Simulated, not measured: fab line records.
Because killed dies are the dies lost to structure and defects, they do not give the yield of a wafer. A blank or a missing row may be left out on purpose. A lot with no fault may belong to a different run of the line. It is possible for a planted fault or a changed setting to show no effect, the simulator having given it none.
Which tool did it? -- flow gf180mcu -- route of 602 steps, sampled at 1 step: 14 lots, 42 wafers

WHAT THE GAUGES READ, wafer by wafer
GF_CONTACT_THK_MEAS_03.
lot,measured,on,CONTACT_CVD_02_THK (nm)
L417,day 15 07:03,film_metro-04,838 852 853
L418,day 15 13:50,film_metro-04,858 871 869
L420,day 16 05:45,film_metro-01,864 850 861
L421,day 16 18:33,film_metro-01,862 859 854
L423,day 17 09:41,film_metro-03,852 872 874
L424,day 17 14:21,film_metro-01,856 857 874
L428,day 19 11:47,film_metro-03,856 858 873
L429,day 19 14:41,film_metro-04,854 862 857
L431,day 20 15:13,film_metro-03,859 863 870
L432,day 20 15:47,film_metro-01,855 854 873
L433,day 21 04:50,film_metro-04,847 871 875
L434,day 21 09:32,film_metro-04,850 861 865
L439,day 22 20:17,film_metro-01,852 854 872
L440,day 23 07:28,film_metro-01,851 840 871

EACH LOT AND THE TOOL THAT RAN IT (in order: tool; ch and the chambers of the sampled wafers; start)
Before these readings, the record contains no process step.

WHAT THE TOOLS THEMSELVES READ (means of the sampled wafers that have a number; where no wafer has one, the mark that the record gives instead)
The record holds no such reading with a usual standard deviation.

THE ANSWER, worked out from the rows above alone
Rule: usual is defined by the lots themselves. The widest of any qualifying gaps counts: lots, ordered by their means at a reading, are off when they make up no more than a third of the lots, leave a main group of 4 or more, and stand apart from it by 3 or more times the standard deviation of that group's means. If all means in a main group match to the digits the tables above print for the reading, that group is not used. Also off: a lot with no number at a reading for which 4 or more lots have one. Where the step has rows for the other lots, those lots are counted as sound. First the gauges in route order, then the tools' own readings, where a lot's mean is used as printed above. At the first step where some lot is off, the reading lying furthest off is the one used; lots without a number count as furthest.
Across all readings shown, no lot is off: no conclusion can be drawn from this.

WHAT THE SIMULATOR PUT IN
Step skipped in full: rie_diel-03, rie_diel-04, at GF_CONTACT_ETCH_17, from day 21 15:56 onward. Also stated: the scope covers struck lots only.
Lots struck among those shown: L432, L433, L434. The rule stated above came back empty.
